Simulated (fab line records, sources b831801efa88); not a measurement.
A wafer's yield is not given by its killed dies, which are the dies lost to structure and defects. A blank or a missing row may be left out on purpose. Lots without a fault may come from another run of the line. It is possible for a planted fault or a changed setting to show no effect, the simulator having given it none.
Which of the tools did it? + flow gf180mcu + 39 wafers from 13 lots sampled at 6 of the route's 602 steps

== WHAT THE GAUGES READ, wafer by wafer ==
GF_PSD_TW_MEAS_11.
| lot  | measured     | on           | PSD_TW         |
|------|--------------|--------------|----------------|
| L713 | day 14 12:50 | filmMetro-04 | 3197 3195 3192 |
| L716 | day 16 00:02 | filmMetro-03 | 3231 3208 3229 |
| L717 | day 16 03:04 | filmMetro-01 | 3188 3181 3178 |
| L718 | day 16 07:54 | filmMetro-03 | 3205 3224 3233 |
| L719 | day 16 22:00 | filmMetro-04 | 3205 3198 3172 |
| L720 | day 17 08:00 | filmMetro-03 | 3233 3221 3226 |
| L722 | day 17 19:49 | filmMetro-03 | 3235 3221 3218 |
| L725 | day 18 22:01 | filmMetro-03 | 3218 3231 3219 |
| L726 | day 19 07:32 | filmMetro-01 | 3208 3194 3182 |
| L728 | day 19 23:46 | filmMetro-03 | 30 30 30       |
| L733 | day 21 17:55 | filmMetro-01 | 3190 3185 3182 |
| L734 | day 21 21:42 | filmMetro-01 | 3181 3181 3189 |
| L735 | day 22 11:10 | filmMetro-04 | 3190 3189 3192 |

GF_SAB_CD_MEAS_09 targets a cd of 420 nm.
| lot  | measured     | on       | cdNm (nm)         |
|------|--------------|----------|-------------------|
| L713 | day 15 10:31 | cdSem-01 | 418.4 418.8 417.8 |
| L716 | day 16 23:20 | cdSem-01 | 419.5 420.2 420.4 |
| L717 | day 17 01:37 | cdSem-01 | 424.5 420.0 423.2 |
| L718 | day 17 06:55 | cdSem-01 | 416.9 419.3 420.3 |
| L719 | day 17 20:58 | cdSem-01 | 419.9 421.5 419.4 |
| L720 | day 18 07:16 | cdSem-02 | 419.9 420.3 421.3 |
| L722 | day 18 19:32 | cdSem-02 | 421.2 420.4 420.0 |
| L725 | day 19 22:22 | cdSem-02 | 419.1 417.8 419.5 |
| L726 | day 20 08:33 | cdSem-02 | 419.8 421.2 420.2 |
| L728 | day 21 00:31 | cdSem-02 | 419.8 420.1 420.0 |
| L733 | day 22 17:41 | cdSem-02 | 417.8 415.5 415.3 |
| L734 | day 22 21:19 | cdSem-01 | 422.1 421.2 421.3 |
| L735 | day 23 10:07 | cdSem-01 | 419.7 422.5 422.0 |

GF_CONTACT_THK_MEAS_01.
| lot  | measured     | on           | CONTACT_CVD_00_THK (nm) |
|------|--------------|--------------|-------------------------|
| L713 | day 15 11:33 | filmMetro-01 | 308 306 301             |
| L716 | day 17 00:23 | filmMetro-02 | 305 297 305             |
| L717 | day 17 02:40 | filmMetro-01 | 305 307 297             |
| L718 | day 17 08:08 | filmMetro-02 | 304 306 306             |
| L719 | day 17 22:02 | filmMetro-02 | 307 300 304             |
| L720 | day 18 08:20 | filmMetro-03 | 301 299 295             |
| L722 | day 18 20:41 | filmMetro-03 | 302 304 304             |
| L725 | day 19 23:26 | filmMetro-03 | 300 300 292             |
| L726 | day 20 09:46 | filmMetro-02 | 297 297 303             |
| L728 | day 21 01:35 | filmMetro-02 | 300 305 297             |
| L733 | day 22 18:46 | filmMetro-01 | 302 304 300             |
| L734 | day 22 22:31 | filmMetro-02 | 306 302 299             |
| L735 | day 23 11:11 | filmMetro-03 | 310 300 304             |

== TOOL THAT RAN EACH LOT (tool first, then ch and the chambers of the sampled wafers, then the start) ==
| lot  | GF_NSD_STRIP_11                     | GF_PSD_STRIP_10                     | GF_SALICIDE_SPUTTER_03      |
|------|-------------------------------------|-------------------------------------|-----------------------------|
| L713 | plasmaAsher-04 ch 0,1, day 13 15:43 | plasmaAsher-02 ch 0,1, day 14 12:45 | pvdSputter-02, day 15 10:59 |
| L716 | plasmaAsher-04 ch 0,1, day 15 01:48 | plasmaAsher-03 ch 0,1, day 15 23:55 | pvdSputter-01, day 16 23:50 |
| L717 | plasmaAsher-01 ch 0,1, day 15 05:27 | plasmaAsher-02 ch 0,1, day 16 02:58 | pvdSputter-01, day 17 02:08 |
| L718 | plasmaAsher-04 ch 0, day 15 09:52   | plasmaAsher-04 ch 0,1, day 16 07:48 | pvdSputter-02, day 17 07:30 |
| L719 | plasmaAsher-04 ch 0,1, day 15 23:01 | plasmaAsher-03 ch 0,1, day 16 21:54 | pvdSputter-01, day 17 21:30 |
| L720 | plasmaAsher-02 ch 0,1, day 16 08:50 | plasmaAsher-02 ch 0,1, day 17 07:54 | pvdSputter-01, day 18 07:47 |
| L722 | plasmaAsher-04 ch 0,1, day 16 20:34 | plasmaAsher-03 ch 0,1, day 17 19:43 | pvdSputter-01, day 18 20:03 |
| L725 | plasmaAsher-04 ch 0,1, day 17 21:43 | plasmaAsher-04 ch 0,1, day 18 21:55 | pvdSputter-03, day 19 22:53 |
| L726 | plasmaAsher-02 ch 0,1, day 18 06:43 | plasmaAsher-03 ch 0,1, day 19 07:27 | pvdSputter-02, day 20 09:12 |
| L728 | plasmaAsher-02 ch 0,1, day 18 23:36 | plasmaAsher-04 ch 0,1, day 19 23:40 | pvdSputter-03, day 21 01:03 |
| L733 | plasmaAsher-01 ch 0,1, day 20 17:29 | plasmaAsher-02 ch 0,1, day 21 17:48 | pvdSputter-03, day 22 18:12 |
| L734 | plasmaAsher-04 ch 0,1, day 20 21:20 | plasmaAsher-04 ch 1, day 21 21:36   | pvdSputter-03, day 22 21:53 |
| L735 | plasmaAsher-01 ch 0,1, day 21 11:15 | plasmaAsher-02 ch 0,1, day 22 11:04 | pvdSputter-02, day 23 10:38 |
- GF_NSD_STRIP_11: strips in O2/N2.
- GF_PSD_STRIP_10: strips in O2/N2.
- GF_SALICIDE_SPUTTER_03: material TiN, target thk 20 nm, time 16.7 s.

== WHAT THE TOOLS THEMSELVES READ (means of the sampled wafers that have a number; where no wafer has one, the mark that the record gives instead) ==
GF_NSD_STRIP_11.
| lot  | tool           | chamberPressureMTorr (mTorr) | drypumpMotorCurrentA (A) | heaterPowerW (W) | oesProductAu (a.u.) | stripTimeToEndpointS (s) |
|------|----------------|------------------------------|--------------------------|------------------|---------------------|--------------------------|
| L713 | plasmaAsher-04 | 1499.8                       | 5.8                      | 355              | 0.486               | 22.94                    |
| L716 | plasmaAsher-04 | 1501.3                       | 6.1                      | 358              | 0.487               | 22.90                    |
| L717 | plasmaAsher-01 | 1498.8                       | 6.4                      | 333              | 0.488               | 22.94                    |
| L718 | plasmaAsher-04 | 1500.0                       | 5.5                      | 352              | 0.485               | 22.91                    |
| L719 | plasmaAsher-04 | 1500.3                       | 5.8                      | 352              | 0.486               | 22.97                    |
| L720 | plasmaAsher-02 | 1501.5                       | 5.5                      | 360              | 0.487               | 22.95                    |
| L722 | plasmaAsher-04 | 1499.7                       | 6.1                      | 361              | 0.488               | 22.96                    |
| L725 | plasmaAsher-04 | 1500.8                       | 6.1                      | 361              | 0.491               | 22.97                    |
| L726 | plasmaAsher-02 | 1499.4                       | 5.7                      | 344              | 0.488               | 22.97                    |
| L728 | plasmaAsher-02 | 1501.3                       | 5.6                      | 353              | 0.303               | -                        |
| L733 | plasmaAsher-01 | 1499.5                       | 6.5                      | 334              | 0.484               | 22.96                    |
| L734 | plasmaAsher-04 | 1499.9                       | 6.0                      | 358              | 0.485               | 23.01                    |
| L735 | plasmaAsher-01 | 1499.9                       | 6.1                      | 312              | 0.490               | 23.03                    |

GF_PSD_STRIP_10.
| lot  | tool           | chamberPressureMTorr (mTorr) | drypumpMotorCurrentA (A) | heaterPowerW (W) | oesProductAu (a.u.) | stripTimeToEndpointS (s) |
|------|----------------|------------------------------|--------------------------|------------------|---------------------|--------------------------|
| L713 | plasmaAsher-02 | 1500.0                       | 5.7                      | 340              | 0.595               | 16.55                    |
| L716 | plasmaAsher-03 | 1500.1                       | 5.9                      | 302              | 0.589               | 16.51                    |
| L717 | plasmaAsher-02 | 1499.7                       | 5.6                      | 354              | 0.591               | 16.59                    |
| L718 | plasmaAsher-04 | 1498.8                       | 6.1                      | 356              | 0.588               | 16.56                    |
| L719 | plasmaAsher-03 | 1500.0                       | 6.0                      | 314              | 0.593               | 16.51                    |
| L720 | plasmaAsher-02 | 1500.9                       | 5.5                      | 350              | 0.593               | 16.47                    |
| L722 | plasmaAsher-03 | 1499.7                       | 5.9                      | 294              | 0.596               | 16.51                    |
| L725 | plasmaAsher-04 | 1501.1                       | 5.8                      | 352              | 0.590               | 16.54                    |
| L726 | plasmaAsher-03 | 1500.6                       | 6.0                      | 311              | 0.595               | 16.49                    |
| L728 | plasmaAsher-04 | 1499.6                       | 6.0                      | 359              | 0.653               | 27.24                    |
| L733 | plasmaAsher-02 | 1500.4                       | 5.7                      | 347              | 0.595               | 16.55                    |
| L734 | plasmaAsher-04 | 1498.5                       | 6.4                      | 358              | 0.591               | 16.59                    |
| L735 | plasmaAsher-02 | 1501.6                       | 5.7                      | 339              | 0.594               | 16.52                    |

GF_SALICIDE_SPUTTER_03.
| lot  | tool          | throttleValvePct (%) |
|------|---------------|----------------------|
| L713 | pvdSputter-02 | 30.2                 |
| L716 | pvdSputter-01 | 29.7                 |
| L717 | pvdSputter-01 | 30.1                 |
| L718 | pvdSputter-02 | 30.6                 |
| L719 | pvdSputter-01 | 29.5                 |
| L720 | pvdSputter-01 | 29.7                 |
| L722 | pvdSputter-01 | 30.8                 |
| L725 | pvdSputter-03 | 30.5                 |
| L726 | pvdSputter-02 | 30.3                 |
| L728 | pvdSputter-03 | 30.6                 |
| L733 | pvdSputter-03 | 30.7                 |
| L734 | pvdSputter-03 | 30.2                 |
| L735 | pvdSputter-02 | 30.9                 |

== THE ANSWER, worked out from the rows above alone ==
Rule: the lots themselves supply what counts as usual. The widest of any qualifying gaps counts: lots, ordered by their means at a reading, are off when they make up no more than a third of the lots, leave a main group of 4 or more, and stand apart from it by 3 or more times the standard deviation of that group's means. If all means in a main group match to the digits the tables above print for the reading, that group is not used. A lot without any number at a reading at which 4 lots or more have one is off too. All remaining lots with rows at the step are treated as sound. After the gauges, taken in route order, come the tools' own readings; for these a lot's mean is taken, as printed above. At the first step where some lot is off, the reading lying furthest off is the one used; lots without a number count as furthest.
Off: L728, seen at GF_PSD_TW_MEAS_11 (PSD_TW). The main group has a mean of 3203 with a standard deviation of 17.
A tool fits if, at a process step before that reading, it ran every lot that is off, and no sound lot after the first of them. The gauges at GF_PSD_TW_MEAS_11 aren't tried: what is off there is off at GF_NSD_STRIP_11 too, on other tools, and a gauge's error can't cause that. One fits: GF_NSD_STRIP_11 on plasmaAsher-02. A fault onset in the window from L726 (day 18 06:43, its last sound lot) to L728 (day 18 23:36, its first lot off) fits.
On the lots that are off, the tool's own readings at GF_NSD_STRIP_11 differ by more than 5 times the standard deviation of the sound lots' means, which bears it out; oesProductAu reads 0.303 a.u. there versus 0.487 a.u. on the sound lots.
Blank at GF_NSD_STRIP_11 on the lots that are off, where sound lots have numbers: stripTimeToEndpointS.

== WHAT HAD BEEN PUT IN BY THE SIMULATOR ==
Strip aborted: plasmaAsher-02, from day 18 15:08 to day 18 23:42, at GF_NSD_STRIP_11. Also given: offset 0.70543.
Lots struck among those shown: L728. The rule given above showed the same thing.
